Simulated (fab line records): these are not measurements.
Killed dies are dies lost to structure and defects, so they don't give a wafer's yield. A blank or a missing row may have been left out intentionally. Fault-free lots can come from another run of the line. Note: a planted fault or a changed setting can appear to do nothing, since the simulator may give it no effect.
8D (eight disciplines) problem report, filled in by code -- flow sky130 -- the parts of the form that need people (team, actions taken, sign-off) are left out

## 1. PROBLEM STATEMENT
METAL5_ALCU_RS at SKY_METAL5_RS_MEAS_05 reads a mean of 0.0288 ohm/sq on 1 wafer of 1 lot; wafers without a fault read 0.0269 ohm/sq with a standard deviation of 0.00033. Measured from the usual mean, that is +5.8 standard deviations.
The step: measures by four-point-probe.
Seen first at day 46 08:55 on film-metro-04, wafer L897.4. The record holds 29 wafers of 10 lots with a number at this step. The rule behind "out" and "out of limits": a value lying over 4 standard deviations away from the usual mean. The other wafers with a number count as sound.

## 2. WHAT IT IS; WHAT IT IS NOT
question,is,is not
which readings at this step,METAL5_ALCU_RS,-
which lots,L897,"L886, L888, L889, L890, L899, L902, L904, L905, L907"
which wafers of those lots,L897.4,L897.2
read on which gauges,film-metro-04,"film-metro-02, film-metro-03"
when,from day 46 08:55,"up to then (13 sound wafers); but 15 sound wafers of L899, L902, L904, L905, L907 came after"

## 3. SUSPECTS, AND WHAT RULES EACH OUT
Counting: a tool at a process step up to the reading stays a suspect if it ran every lot that is out. Sound lots after the first of them don't rule it out here, since some wafers of a struck lot are sound.
- the gauge at SKY_METAL5_RS_MEAS_05: kept. All the wafers that are out were read on film-metro-04, and no step on other tools shows them out.
- pvd-sputter-03 at SKY_METAL1_SPUTTER_00 (material Ti, target thk 15 nm, time 10 s): kept. It ran the lot that is out, L897 (day 35 20:10); its last sound lot up to then is L890 (day 34 08:07).
- pvd-sputter-03 at SKY_METAL1_SPUTTER_03 (material Ti, target thk 5 nm, time 3.3 s): kept. It ran the lot that is out, L897 (day 35 20:14); its last sound lot up to then is L890 (day 34 08:11).
- rie-metal-02 at SKY_METAL1_METAL_ETCH_19 (etches the open film in Cl2/BCl3, stops on SiO2, target depth 360 nm, time 78 s): kept. It ran the lot that is out, L897 (day 36 21:59); its last sound lot up to then is L890 (day 35 10:43).
- pvd-sputter-02 at SKY_METAL5_SPUTTER_02 (material AlCu, target thk 1150 nm, time 61.2 s): kept. It ran the lot that is out, L897 (day 46 08:47); its last sound lot up to then is L886 (day 43 17:20).
- The sound lot-mates ran in chamber 0 of rie-metal-02 at SKY_METAL1_METAL_ETCH_19, but the wafers that are out ran in chamber 1.
Left after counting: pvd-sputter-03 at SKY_METAL1_SPUTTER_00, pvd-sputter-03 at SKY_METAL1_SPUTTER_03, rie-metal-02 at SKY_METAL1_METAL_ETCH_19, pvd-sputter-02 at SKY_METAL5_SPUTTER_02, film-metro-04 at SKY_METAL5_RS_MEAS_05.

## 4. THE CAUSE (what the simulator had put in)
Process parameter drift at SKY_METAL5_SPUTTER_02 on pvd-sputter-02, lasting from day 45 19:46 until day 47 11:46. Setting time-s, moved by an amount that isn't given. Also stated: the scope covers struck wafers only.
Counting leaves 5 suspects; this tool is one of them.

## 5. SEQUENCE OF EFFECTS, ordered by route
Each row: a reading whose mean over the struck wafers that have a number lies more than 3 standard deviations from the usual. Only readings whose record carries a usual standard deviation are examined. hours: median over the lots of the time between each lot's start at the first step of this table that gives one and its start at this step. sigmas: the change, counted in usual standard deviations.
hours,step,reading,usual,on struck wafers,change,sigmas
0,SKY_METAL5_RS_MEAS_05,METAL5_ALCU_RS,0.0269 ohm/sq,0.0288,+0.0019,+5.8
0,SKY_METAL5_THK_MEAS_06,METAL5_ALCU_THK,1151 nm,1072,-79,-4.9
20,SKY_METAL5_METAL_ETCH_15,oes-product-au,0.894 a.u.,0.875,-0.019,-3.7
Its process steps:
- SKY_METAL5_METAL_ETCH_15: etches the open film in Cl2/BCl3, stops on SiO2, target depth 1260 nm, time 252 s.

## 6. WHAT WOULD HAVE CAUGHT IT SOONER
The first out-of-limits reading at a measuring or inspecting step in this record came at day 46 08:55, 13 hours after the fault's start at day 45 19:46.
Tool readings at SKY_METAL5_SPUTTER_02 with a usual standard deviation given in the record: none out on any struck wafer, hence no alarm at a limit of 4 standard deviations on them.
Each of the lots that are out, 1 in all, had begun SKY_METAL5_SPUTTER_02 on pvd-sputter-02 no later than day 46 08:55. Tool hold at that time: it would have spared none of them.
